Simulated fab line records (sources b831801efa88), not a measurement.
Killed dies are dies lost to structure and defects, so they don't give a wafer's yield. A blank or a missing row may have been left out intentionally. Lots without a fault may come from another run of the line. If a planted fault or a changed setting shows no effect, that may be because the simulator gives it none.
Which tool did it? | flow gf180mcu | 33 wafers from 11 lots sampled at 7 of the route's 602 steps

## WHAT THE GAUGES READ, wafer by wafer
GF_V1_RS_MEAS_24: measurement is done with a four-point probe.
lot  | measured     | on           | V1_W_RS (ohm/sq)
L820 | day 18 14:45 | filmMetro-04 | 0.325 0.339 0.327
L821 | day 18 17:50 | filmMetro-01 | 0.331 0.332 0.329
L822 | day 19 12:27 | filmMetro-04 | 0.327 0.320 0.319
L824 | day 19 18:58 | filmMetro-01 | 0.328 0.327 0.334
L827 | day 20 18:14 | filmMetro-03 | 0.331 0.321 0.331
L832 | day 23 00:06 | filmMetro-04 | 0.325 0.387 0.326
L833 | day 23 17:52 | filmMetro-04 | 0.389 0.331 0.326
L837 | day 24 13:27 | filmMetro-03 | 0.330 0.330 0.326
L838 | day 24 19:31 | filmMetro-04 | 0.331 0.330 0.330
L840 | day 25 15:23 | filmMetro-04 | 0.333 0.334 0.332
L843 | day 26 12:23 | filmMetro-04 | 0.324 0.325 0.326

GF_V1_THK_MEAS_25: measures by xrf.
lot  | measured     | on           | V1_W_THK (nm)
L820 | day 18 14:52 | filmMetro-04 | 353 341 355
L821 | day 18 17:57 | filmMetro-01 | 342 339 342
L822 | day 19 12:34 | filmMetro-04 | 350 360 360
L824 | day 19 19:04 | filmMetro-01 | 348 349 341
L827 | day 20 18:20 | filmMetro-03 | 348 358 350
L832 | day 23 00:13 | filmMetro-04 | 354 299 354
L833 | day 23 17:59 | filmMetro-04 | 297 351 354
L837 | day 24 13:34 | filmMetro-03 | 352 351 355
L838 | day 24 19:38 | filmMetro-04 | 350 350 351
L840 | day 25 15:30 | filmMetro-04 | 348 345 346
L843 | day 26 12:30 | filmMetro-04 | 356 355 355

GF_M2_RS_MEAS_05: measurement is done with a four-point probe.
lot  | measured     | on           | M2_ALCU_RS (ohm/sq)
L820 | day 18 15:27 | filmMetro-03 | 0.0701 0.0693 0.0702
L821 | day 18 18:32 | filmMetro-04 | 0.0683 0.0690 0.0684
L822 | day 19 13:09 | filmMetro-04 | 0.0687 0.0699 0.0687
L824 | day 19 19:40 | filmMetro-02 | 0.0697 0.0696 0.0707
L827 | day 20 18:58 | filmMetro-04 | 0.0690 0.0687 0.0684
L832 | day 23 00:48 | filmMetro-02 | 0.0687 0.0686 0.0686
L833 | day 23 18:34 | filmMetro-02 | 0.0693 0.0696 0.0698
L837 | day 24 14:09 | filmMetro-03 | 0.0686 0.0689 0.0683
L838 | day 24 20:13 | filmMetro-04 | 0.0690 0.0679 0.0683
L840 | day 25 16:06 | filmMetro-04 | 0.0697 0.0691 0.0690
L843 | day 26 13:05 | filmMetro-03 | 0.0692 0.0693 0.0696

## EACH LOT AND THE TOOL THAT RAN IT (in order: tool; ch and the chambers of the sampled wafers; start)
lot  | GF_M1_METAL_ETCH_16              | GF_V1_CVD_23                 | GF_V1_CMP_26                  | GF_M2_SPUTTER_02
L820 | rieMetal-04 ch 0,1, day 17 12:58 | cvdW-01 ch 0,1, day 18 14:37 | cmp-01 ch 0,2,3, day 18 15:01 | pvdSputter-02, day 18 15:20
L821 | rieMetal-04 ch 0,1, day 17 15:37 | cvdW-02 ch 0,1, day 18 17:43 | cmp-01 ch 0,3, day 18 18:04   | pvdSputter-04, day 18 18:26
L822 | rieMetal-02 ch 1, day 18 09:25   | cvdW-01 ch 0,1, day 19 12:20 | cmp-01 ch 0,1,3, day 19 12:38 | pvdSputter-02, day 19 13:04
L824 | rieMetal-03 ch 0,1, day 18 15:58 | cvdW-01 ch 0,1, day 19 18:50 | cmp-02 ch 0,1,3, day 19 19:13 | pvdSputter-04, day 19 19:33
L827 | rieMetal-03 ch 0,1, day 19 16:33 | cvdW-01 ch 0,1, day 20 18:06 | cmp-01 ch 0,1, day 20 18:29   | pvdSputter-01, day 20 18:52
L832 | rieMetal-04 ch 0, day 21 22:24   | cvdW-01 ch 0,1, day 22 23:55 | cmp-01 ch 0,2,3, day 23 00:19 | pvdSputter-01, day 23 00:41
L833 | rieMetal-02 ch 1, day 22 16:58   | cvdW-01 ch 0,1, day 23 17:45 | cmp-02 ch 1,2, day 23 18:02   | pvdSputter-02, day 23 18:28
L837 | rieMetal-02 ch 1, day 23 13:31   | cvdW-02 ch 0,1, day 24 13:20 | cmp-02 ch 1,2,3, day 24 13:41 | pvdSputter-01, day 24 14:04
L838 | rieMetal-04 ch 0,1, day 23 19:12 | cvdW-02 ch 0,1, day 24 19:23 | cmp-02 ch 0,2,3, day 24 19:42 | pvdSputter-01, day 24 20:08
L840 | rieMetal-02 ch 0, day 24 14:16   | cvdW-02 ch 1, day 25 15:16   | cmp-01 ch 0,1,2, day 25 15:38 | pvdSputter-04, day 25 16:01
L843 | rieMetal-02 ch 1, day 25 13:15   | cvdW-02 ch 1, day 26 12:16   | cmp-02 ch 2,3, day 26 12:34   | pvdSputter-01, day 26 12:59
- GF_M1_METAL_ETCH_16: etches the open film in Cl2/BCl3, stops on SiO2, target depth 750.8 nm, time 125.1 s.
- GF_V1_CVD_23: deposits W, target thk 350 nm, time 105.05 s.
- GF_V1_CMP_26: polishes, stops on SiO2, t overpolish 15 s, target thk 0 nm.
- GF_M2_SPUTTER_02: material AlCu, target thk 450 nm, time 23.9 s.

## AS READ BY THE TOOLS THEMSELVES (means over the sampled wafers that have a number; for cases with no such wafer, the mark the record gives instead)
GF_M1_METAL_ETCH_16.
lot  | tool        | biasW (W) | drypumpMotorCurrentA (A) | oesProductAu (a.u.) | throttleValvePct (%)
L820 | rieMetal-04 | 139.9     | 5.80                     | 0.992               | 28.228
L821 | rieMetal-04 | 140.1     | 5.83                     | 0.994               | 28.236
L822 | rieMetal-02 | 139.8     | 5.12                     | 0.993               | 28.227
L824 | rieMetal-03 | 139.3     | 5.80                     | 0.987               | 28.238
L827 | rieMetal-03 | 139.9     | 5.82                     | 0.993               | 28.230
L832 | rieMetal-04 | 139.9     | 5.94                     | 0.993               | 28.227
L833 | rieMetal-02 | 140.3     | 5.13                     | 0.992               | 28.229
L837 | rieMetal-02 | 140.6     | 5.12                     | 0.991               | 28.216
L838 | rieMetal-04 | 140.0     | 5.77                     | 0.987               | 28.230
L840 | rieMetal-02 | 140.5     | 5.29                     | 0.989               | 28.236
L843 | rieMetal-02 | 139.4     | 5.12                     | 0.988               | 28.226

GF_V1_CVD_23.
lot  | tool    | chamberPressureTorr (Torr) | heaterPowerW (W)
L820 | cvdW-01 | 39.96                      | 802
L821 | cvdW-02 | 40.05                      | 779
L822 | cvdW-01 | 39.96                      | 801
L824 | cvdW-01 | 39.95                      | 802
L827 | cvdW-01 | 40.01                      | 803
L832 | cvdW-01 | 36.54                      | 791
L833 | cvdW-01 | 36.58                      | 800
L837 | cvdW-02 | 39.96                      | 795
L838 | cvdW-02 | 39.99                      | 890
L840 | cvdW-02 | 40.00                      | 695
L843 | cvdW-02 | 40.10                      | 700

GF_V1_CMP_26.
lot  | tool   | motorCurrentA (A) | timeToEndpointS (s)
L820 | cmp-01 | 10.8              | 86
L821 | cmp-01 | 11.2              | 86
L822 | cmp-01 | 11.4              | 89
L824 | cmp-02 | 11.0              | 86
L827 | cmp-01 | 11.0              | 88
L832 | cmp-01 | 10.6              | 82
L833 | cmp-02 | 10.5              | 78
L837 | cmp-02 | 11.1              | 84
L838 | cmp-02 | 10.2              | 83
L840 | cmp-01 | 10.7              | 81
L843 | cmp-02 | 10.0              | 79

GF_M2_SPUTTER_02.
lot  | tool          | throttleValvePct (%)
L820 | pvdSputter-02 | 31.6
L821 | pvdSputter-04 | 30.6
L822 | pvdSputter-02 | 29.9
L824 | pvdSputter-04 | 30.9
L827 | pvdSputter-01 | 31.0
L832 | pvdSputter-01 | 30.0
L833 | pvdSputter-02 | 30.5
L837 | pvdSputter-01 | 30.7
L838 | pvdSputter-01 | 28.3
L840 | pvdSputter-04 | 30.6
L843 | pvdSputter-01 | 29.0

## THE ANSWER, worked out from the rows above alone
Rule: the lots themselves supply what counts as usual. Put in order of their means at a reading, lots are off if they are a third of the lots or fewer, leave a main group of 4 or more, and stand apart from it by a gap of 3 or more times the standard deviation of the main group's means; of several such gaps the widest counts. The tables above print the reading to a certain number of digits; a main group whose means all agree to those digits is not used. A lot without any number at a reading at which 4 lots or more have one is off too. Where the step has rows for the other lots, those lots are counted as sound. After the gauges, taken in route order, come the tools' own readings; for these a lot's mean is taken, as printed above. At the first step where some lot is off, the reading lying furthest off is the one used; lots without a number count as furthest.
Off: L832, L833, seen at GF_V1_RS_MEAS_24 (V1_W_RS). Mean 0.329 ohm/sq and standard deviation 0.0031 in the main group.
If a tool, at a process step before that reading, ran all the lots that are off and no sound lot after the first of them, it fits. Not tried: the gauges at GF_V1_RS_MEAS_24; whatever is off there is also off at GF_V1_CVD_23, on other tools, and gauge error can't account for it. One candidate fits, namely cvdW-01 at GF_V1_CVD_23. Its last sound lot is L827 (day 20 18:06), its first lot that is off L832 (day 22 23:55): a fault that began between those two fits.
On the lots that are off, the tool's own readings at GF_V1_CVD_23 differ by more than 5 times the standard deviation of the sound lots' means, which bears it out; chamberPressureTorr reads 36.56 Torr there versus 40.00 Torr on the sound lots.

## WHAT THE SIMULATOR PUT IN
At GF_V1_CVD_23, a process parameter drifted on cvdW-01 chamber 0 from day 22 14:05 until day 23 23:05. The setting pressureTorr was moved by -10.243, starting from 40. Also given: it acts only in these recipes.
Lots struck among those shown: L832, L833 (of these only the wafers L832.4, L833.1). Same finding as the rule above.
